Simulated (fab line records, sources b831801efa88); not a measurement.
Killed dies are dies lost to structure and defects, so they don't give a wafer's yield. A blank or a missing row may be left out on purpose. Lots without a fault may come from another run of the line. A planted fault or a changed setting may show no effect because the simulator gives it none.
One fault seen from 2 desks | flow gf180mcu | each desk has only its own numbers; what lay behind them comes last

THE TOOL OWNER'S DESK: cvd_w-01
The tool's own readings at GF_V4_CVD_23 (deposits W, target thk 350 nm, time 104.9 s): means of the sampled wafers that have a number, for each lot that ran on this tool. A lot is out of limits, marked OUT, if its mean lies more than 4 standard deviations from the usual mean; the brackets give that distance.
Columns: A = heater_power_w at GF_V4_CVD_23, usual 874 W
lot  | first seen here | A
L879 | day 24 09:46    | 847
L886 | day 26 22:49    | 859
L889 | day 27 22:46    | 864
L896 | day 29 22:52    | 870
This desk's finding: nothing out of limits on any of the 4 lots.

THE METROLOGY DESK
What the gauges read, lot by lot, whatever tool the lot ran on: means of the sampled wafers that have a number. A lot is out of limits, marked OUT, if its mean lies more than 4 standard deviations from the usual mean; the brackets give that distance.
Columns: A = cd_nm at GF_V4_CD_MEAS_14, usual 260.2 nm; B = V4_OVL at GF_V4_OVL_MEAS_15, usual -3 nm; C = V4_W_RS at GF_V4_RS_MEAS_24, usual 0.3276 ohm/sq; D = V4_W_THK at GF_V4_THK_MEAS_25, usual 348 nm
lot  | first seen here | A     | B   | C                | D
L879 | day 24 08:31    | 260.5 | -8  | 0.3228           | 348
L881 | day 25 10:09    | 259.3 | -12 | 0.3294           | 345
L886 | day 26 21:55    | 258.6 | -8  | 0.3278           | 349
L889 | day 27 21:52    | 260.4 | -3  | 0.3269           | 344
L896 | day 29 21:49    | 258.5 | 4   | 0.3664 (+13) OUT | 317 (-7.4) OUT
This desk's finding: out of limits on L896; first on L896, day 29 22:59 (V4_W_RS at GF_V4_RS_MEAS_24). In limits: L879, L881, L886, L889.

PUT TOGETHER
The metrology desk could have raised an alarm at day 29 22:59, on L896.
The tool owner's desk saw nothing out of limits.
The tool owner's desk has L896 on record, within its limits.
Of the lots named, all ran GF_V4_CVD_23 on cvd_w-01.

WHAT THE SIMULATOR HAD PUT IN
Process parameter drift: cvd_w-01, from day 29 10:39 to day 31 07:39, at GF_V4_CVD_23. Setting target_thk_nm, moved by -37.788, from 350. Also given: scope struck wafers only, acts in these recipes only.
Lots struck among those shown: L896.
Hours from the fault's start to each desk's first reading out of limits: the metrology desk, 12.
